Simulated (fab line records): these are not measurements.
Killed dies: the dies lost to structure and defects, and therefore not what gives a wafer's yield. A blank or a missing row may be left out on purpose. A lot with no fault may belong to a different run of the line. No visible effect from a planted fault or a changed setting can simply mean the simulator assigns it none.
The tool behind it: which one? + flow sky130 + 39 wafers from 13 lots sampled at 3 of the route's 708 steps

== WHAT THE GAUGES READ, wafer by wafer ==
SKY_LDD_LDN_TW_MEAS_13.
| lot  | measured     | on            | LDD_LDN_TW     |
|------|--------------|---------------|----------------|
| L737 | day 23 06:02 | film_metro-02 | 1472 1483 1468 |
| L740 | day 23 23:38 | film_metro-03 | 1487 1490 1486 |
| L741 | day 25 04:35 | film_metro-04 | 1445 1447 1445 |
| L744 | day 26 10:54 | film_metro-03 | 1492 1491 1486 |
| L747 | day 27 00:34 | film_metro-04 | 1451 1452 1457 |
| L746 | day 27 01:29 | film_metro-02 | 1467 1471 1476 |
| L745 | day 27 02:59 | film_metro-04 | 1450 1451 1447 |
| L748 | day 27 10:50 | film_metro-02 | 1476 1472 1478 |
| L749 | day 28 00:14 | film_metro-02 | 1476 1480 1481 |
| L750 | day 28 18:39 | film_metro-03 | 1495 1498 1495 |
| L751 | day 28 20:53 | film_metro-03 | 1497 1501 1498 |
| L752 | day 28 23:49 | film_metro-02 | 1479 1482 1470 |
| L756 | day 29 16:40 | film_metro-02 | 1476 1474 1477 |

SKY_SD_N_CD_MEAS_07 targets a cd of 380 nm.
| lot  | measured     | on        | cd_nm (nm)        |
|------|--------------|-----------|-------------------|
| L737 | day 28 03:08 | cd_sem-01 | 377.3 375.3 374.6 |
| L740 | day 28 23:03 | cd_sem-02 | 381.7 381.2 380.1 |
| L741 | day 30 00:14 | cd_sem-01 | 378.9 377.4 380.9 |
| L744 | day 31 07:21 | cd_sem-01 | 381.3 380.5 383.2 |
| L747 | day 31 17:28 | cd_sem-02 | 376.2 378.3 379.8 |
| L746 | day 31 20:27 | cd_sem-02 | 384.0 383.7 382.7 |
| L745 | day 31 20:32 | cd_sem-01 | 379.5 380.5 381.5 |
| L748 | day 32 02:14 | cd_sem-02 | 380.8 379.7 378.6 |
| L749 | day 32 16:50 | cd_sem-02 | 379.3 379.4 382.8 |
| L756 | day 34 07:44 | cd_sem-02 | 379.6 377.6 380.8 |

== EACH LOT AND THE TOOL THAT RAN IT (in order: tool; ch and the chambers of the sampled wafers; start) ==
| lot  | SKY_POLY_CUT_ETCH_11               |
|------|------------------------------------|
| L737 | rie_diel-04 ch 0,2,3, day 24 12:48 |
| L740 | rie_diel-02 ch 1,2, day 25 08:00   |
| L741 | rie_diel-01 ch 0,1,2, day 26 12:02 |
| L744 | rie_diel-04 ch 0,1,3, day 27 19:29 |
| L747 | rie_diel-02 ch 0,2,3, day 28 06:42 |
| L746 | rie_diel-04 ch 0,3, day 28 08:15   |
| L745 | rie_diel-01 ch 0,3, day 28 08:36   |
| L748 | rie_diel-02 ch 0,2,3, day 28 15:50 |
| L749 | rie_diel-04 ch 0,2,3, day 29 05:18 |
| L750 | rie_diel-01 ch 0,1,2, day 29 23:24 |
| L751 | rie_diel-04 ch 0,2,3, day 30 03:33 |
| L752 | rie_diel-04 ch 2,3, day 30 05:54   |
| L756 | rie_diel-02 ch 0,1,2, day 30 22:00 |
- SKY_POLY_CUT_ETCH_11: etches Si3N4 in CF4/CH2F2/Ar, stops on poly-Si, time 42.5 s, target depth 60 nm.

== AS READ BY THE TOOLS THEMSELVES (means over the sampled wafers that have a number; for cases with no such wafer, the mark the record gives instead) ==
SKY_POLY_CUT_ETCH_11.
| lot  | tool        | bias_w (W) | cf4_flow_sccm (sccm) | drypump_motor_current_A (A) | oes_product_au (a.u.) | rf_fwd_power_W (W) | throttle_valve_pct (%) |
|------|-------------|------------|----------------------|-----------------------------|-----------------------|--------------------|------------------------|
| L737 | rie_diel-04 | 150.2      | 39.98                | 5.5                         | 0.829                 | 595.5              | 14.997                 |
| L740 | rie_diel-02 | 149.9      | 39.92                | 6.1                         | 0.827                 | 593.2              | 14.994                 |
| L741 | rie_diel-01 | 150.2      | 39.97                | 5.8                         | 0.828                 | 594.3              | 14.993                 |
| L744 | rie_diel-04 | 149.9      | 40.03                | 5.8                         | 0.825                 | 595.7              | 14.998                 |
| L747 | rie_diel-02 | 149.8      | 40.06                | 6.0                         | 0.827                 | 594.8              | 14.993                 |
| L746 | rie_diel-04 | 149.9      | 40.01                | 5.3                         | 0.828                 | 595.3              | 14.989                 |
| L745 | rie_diel-01 | 149.5      | 40.01                | 6.0                         | 0.832                 | 592.2              | 15.000                 |
| L748 | rie_diel-02 | 149.7      | 39.83                | 6.0                         | 0.828                 | 590.8              | 14.998                 |
| L749 | rie_diel-04 | 150.1      | 39.88                | 5.6                         | 0.826                 | 593.7              | 14.997                 |
| L750 | rie_diel-01 | -          | -                    | -                           | -                     | -                  | -                      |
| L751 | rie_diel-04 | -          | -                    | -                           | -                     | -                  | -                      |
| L752 | rie_diel-04 | -          | -                    | -                           | -                     | -                  | -                      |
| L756 | rie_diel-02 | 149.5      | 39.98                | 5.8                         | 0.828                 | 593.6              | 14.983                 |

== THE ANSWER, worked out from the rows above alone ==
Rule: the lots themselves supply what counts as usual. The widest of any qualifying gaps counts: lots, ordered by their means at a reading, are off when they make up no more than a third of the lots, leave a main group of 4 or more, and stand apart from it by 3 or more times the standard deviation of that group's means. A main group is skipped when, at the precision printed for the reading in the tables above, its means are all equal. A lot without any number at a reading at which 4 lots or more have one is off too. The other lots that the step has rows for count as sound. Order of review: gauges by route order, followed by the tools' own readings, for which a lot's mean as printed above is used. At the first step where some lot is off, the reading lying furthest off is the one used; lots without a number count as furthest.
Off at SKY_POLY_CUT_ETCH_11 (bias_w): L750, L751, L752. Without a number there: L750, L751, L752. Main group: mean 149.9 W, sd 0.24.
If a tool, at that step or one of the process steps before it, ran each lot that is off and ran no sound lot following the first of them, it fits. None of those tried fits.

== WHAT THE SIMULATOR PUT IN ==
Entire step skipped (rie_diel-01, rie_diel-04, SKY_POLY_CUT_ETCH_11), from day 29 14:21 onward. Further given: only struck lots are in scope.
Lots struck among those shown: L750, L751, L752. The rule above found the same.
